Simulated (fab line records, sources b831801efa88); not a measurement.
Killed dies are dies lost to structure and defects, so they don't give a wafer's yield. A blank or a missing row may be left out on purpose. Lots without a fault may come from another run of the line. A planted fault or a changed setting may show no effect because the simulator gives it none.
A struck lot beside a sound one | flow sfq_line | 42 steps out of a route of 325
Sound: wafers L733.4, L733.5, L733.6. Struck: wafer L747.3. (L747.1, L747.2 of the same lot were not struck and are left out.) The cause comes at the end.
At each step with rows: each side's tool, then ch and its chambers, then its first start. Under that, the readings that differ: sound wafers | struck wafers | difference of the means | sigmas: that difference in standard deviations of wafers without a fault.
alike: readings whose means differ by less than 2 such deviations, and words and numbers that are the same on both sides. not compared: withheld readings, readings that some wafer has no value for, bounds like >300 that may hide the same value, and numbers for which the record gives no deviation and whose values overlap.
The two part at a step that has a row with sigmas, a row that says differs or no value, or rows on one side only. Numbers that don't overlap but have no deviation are shown without sigmas and don't part them. A reading that every wafer of one side lacks parts them only if that side has two wafers or more.

first, 3 steps without rows for these wafers: SFQ_TRILAYER_I4_VIA_LITHO_EXPOSE_104 (exposes mask I4, target cd 700 nm); SFQ_TRILAYER_I4_VIA_LITHO_PEB_106 (peb time 60 s); SFQ_TRILAYER_I4_VIA_LITHO_DEVELOP_105 (time 60 s).
SFQ_I4_OVL_MEAS_928:
  sound on overlay-01, day 50 15:20; struck on overlay-02, day 58 20:12
  alike: I4_OVL
SFQ_TRILAYER_I4_VIA_BARC_OPEN_VIA_ETCH_146: etches BARC in O2, target depth 125 nm, time 41.7 s.
  sound on rie_diel-02 ch 0,1,3, day 50 15:22; struck on rie_diel-02 ch 3, day 58 20:14
  reading                | sound | struck | difference                   | sigmas
  rf_hours_counter_h (h) | - - - | 6      | no value on the sound wafers |
  alike: drypump_motor_current_A, oes_product_au
then, 1 step without rows for these wafers: SFQ_TRILAYER_I4_VIA_ETCH_VIA_ETCH_106 (etches SiO2 in CHF3, stops on Nb, target depth 260 nm).
SFQ_TRILAYER_I4_VIA_STRIP_STRIP_107: strips in O2.
  sound on rie_metal-01 ch 0,1, day 50 15:42; struck on rie_metal-04 ch 0, day 58 20:23
  alike: drypump_motor_current_A, oes_product_au
  not compared: rf_hours_counter_h
then, 2 steps without rows for these wafers: SFQ_TRILAYER_I4_VIA_STRIP_SOLV_CLEAN_108 (cleans in NMP, time 600 s); SFQ_TRILAYER_JJ_TRILAYER_DEP_PRE_CLEAN_113 (time 22.5 s).
SFQ_TRILAYER_JJ_TRILAYER_DEP_SPUTTER_109: material Nb, target thk 150 nm, time 100 s.
  sound on pvd_sputter-04, day 50 16:19; struck on pvd_sputter-04, day 58 21:12
  alike: throttle_valve_pct
then, 2 steps without rows for these wafers: SFQ_TRILAYER_JJ_TRILAYER_DEP_SPUTTER_110 (material Al, target thk 8 nm, time 10 s); SFQ_TRILAYER_JJ_TRILAYER_DEP_AL_OXIDATION_111 (oxidation time 600 s).
SFQ_TRILAYER_JJ_TRILAYER_DEP_SPUTTER_112: material Nb, target thk 170 nm, time 113.3 s.
  sound on pvd_sputter-04, day 50 17:25; struck on pvd_sputter-04, day 58 22:17
  reading                                                      | sound             | struck | difference | sigmas
  model.Nb_of_TRILAYER_JJ_TRILAYER_DEP_SPUTTER_112.thk_nm (nm) | 170.1 172.7 170.4 | 134.9  | -36.2      |
  alike: throttle_valve_pct
SFQ_JJ_RS_MEAS_929: measures by four-point-probe.
  sound on film_metro-01, day 50 17:34; struck on film_metro-01, day 58 22:22
  reading           | sound             | struck | difference | sigmas
  JJ_NB_RS (ohm/sq) | 1.047 1.032 1.045 | 1.328  | +0.287     | +17
then, 6 steps without rows for these wafers: SFQ_TRILAYER_JJ_CE_LITHO_COAT_119 (resist thk 62 nm); SFQ_TRILAYER_JJ_CE_LITHO_COAT_114 (resist thk 600 nm); SFQ_TRILAYER_JJ_CE_LITHO_SOFTBAKE_118; SFQ_TRILAYER_JJ_CE_LITHO_EXPOSE_115 (exposes mask J5, target cd 700 nm); SFQ_TRILAYER_JJ_CE_LITHO_PEB_117 (peb time 60 s); SFQ_TRILAYER_JJ_CE_LITHO_DEVELOP_116 (time 60 s).
SFQ_JJ_OVL_MEAS_931:
  sound on overlay-01, day 52 02:46; struck on overlay-02, day 59 01:28
  alike: J5_OVL
then, 2 steps without rows for these wafers: SFQ_TRILAYER_JJ_CE_METRO_MEASURE_117; SFQ_TRILAYER_JJ_CE_BARC_OPEN_RIE_150 (chemistry O2, target BARC, target depth 240 nm, time 80 s).
SFQ_TRILAYER_JJ_CE_ETCH_RIE_118: chemistry SF6, target Nb, stops on Al2O3, time 97.7 s, target depth 170 nm.
  sound on rie_metal-02 ch 0,1, day 52 04:07; struck on rie_metal-02 ch 1, day 59 02:47
  reading               | sound             | struck | difference | sigmas
  oes_product_au (a.u.) | 0.986 0.987 0.986 | 0.870  | -0.116     | -15
  alike: drypump_motor_current_A
  not compared: rf_hours_counter_h
then, 9 steps without rows for these wafers: SFQ_TRILAYER_JJ_ANODIZE_ANODIZE_119; SFQ_TRILAYER_JJ_CE_STRIP_STRIP_120 (strips in O2); SFQ_TRILAYER_JJ_CE_STRIP_SOLV_CLEAN_121 (cleans in NMP, time 600 s); SFQ_TRILAYER_M5_LITHO_COAT_128 (resist thk 62 nm); SFQ_TRILAYER_M5_LITHO_COAT_123 (resist thk 600 nm); SFQ_TRILAYER_M5_LITHO_SOFTBAKE_127; SFQ_TRILAYER_M5_LITHO_EXPOSE_124 (exposes mask M5, target cd 700 nm); SFQ_TRILAYER_M5_LITHO_PEB_126 (peb time 60 s); SFQ_TRILAYER_M5_LITHO_DEVELOP_125 (time 60 s).
SFQ_M5_OVL_MEAS_932:
  sound on overlay-02, day 56 21:58; struck on overlay-02, day 59 06:27
  reading     | sound | struck | difference | sigmas
  M5_OVL (nm) | 2 3 0 | -10    | -12        | -2
then, 4 steps without rows for these wafers: SFQ_TRILAYER_M5_BARC_OPEN_METAL_ETCH_161 (etches BARC in O2, target depth 125 nm, time 41.7 s); SFQ_TRILAYER_M5_ETCH_METAL_ETCH_126 (etches Nb in Cl2/BCl3, stops on SiO2, time 203.2 s, target depth 265 nm); SFQ_TRILAYER_M5_STRIP_STRIP_127 (strips in O2); SFQ_TRILAYER_M5_STRIP_SOLV_CLEAN_128 (cleans in NMP, time 600 s).
SFQ_TRILAYER_A5B_DEP_PECVD_129: deposits SiO2 from SiH4/N2O, time 133.33 s, target thk 600 nm.
  sound on pecvd-02 ch 0,1,2, day 56 23:04; struck on pecvd-03 ch 2, day 59 07:43
  alike: chamber_pressure_Torr, heater_power_outer_w, heater_power_w, throttle_valve_pct
then, 1 step without rows for these wafers: SFQ_TRILAYER_A5B_CMP_CMP_130 (polishes, stops on Nb, target thk 340.7 nm).
SFQ_TRILAYER_A5B_METRO_MEASURE_131:
  sound on film_metro-04, day 57 02:43; struck on film_metro-01, day 59 11:20
  alike: thk_nm
-- the record jumps here: 5 days lie between the struck wafers' starts before and after --
SFQ_TRILAYER_R5_ETCH_METAL_ETCH_139: etches the open film in Cl2, stops on SiO2, target depth 60 nm, time 40 s.
  sound on rie_metal-04 ch 0,1, day 61 23:27; struck on rie_metal-03 ch 0, day 64 03:13
  reading                                                      | sound             | struck | difference | sigmas
  model.Nb_of_TRILAYER_JJ_TRILAYER_DEP_SPUTTER_112.thk_nm (nm) | 159.9 162.5 160.3 | 124.8  | -36.1      |
  alike: drypump_motor_current_A, oes_product_au
  not compared: rf_hours_counter_h

WHERE THEY PART
First at SFQ_TRILAYER_I4_VIA_BARC_OPEN_VIA_ETCH_146; last, within this record, at SFQ_M5_OVL_MEAS_932. Later steps at which nothing parts them and some readings are alike: SFQ_TRILAYER_A5B_DEP_PECVD_129, SFQ_TRILAYER_A5B_METRO_MEASURE_131, SFQ_TRILAYER_R5_ETCH_METAL_ETCH_139.

WHY: what the simulator had put in
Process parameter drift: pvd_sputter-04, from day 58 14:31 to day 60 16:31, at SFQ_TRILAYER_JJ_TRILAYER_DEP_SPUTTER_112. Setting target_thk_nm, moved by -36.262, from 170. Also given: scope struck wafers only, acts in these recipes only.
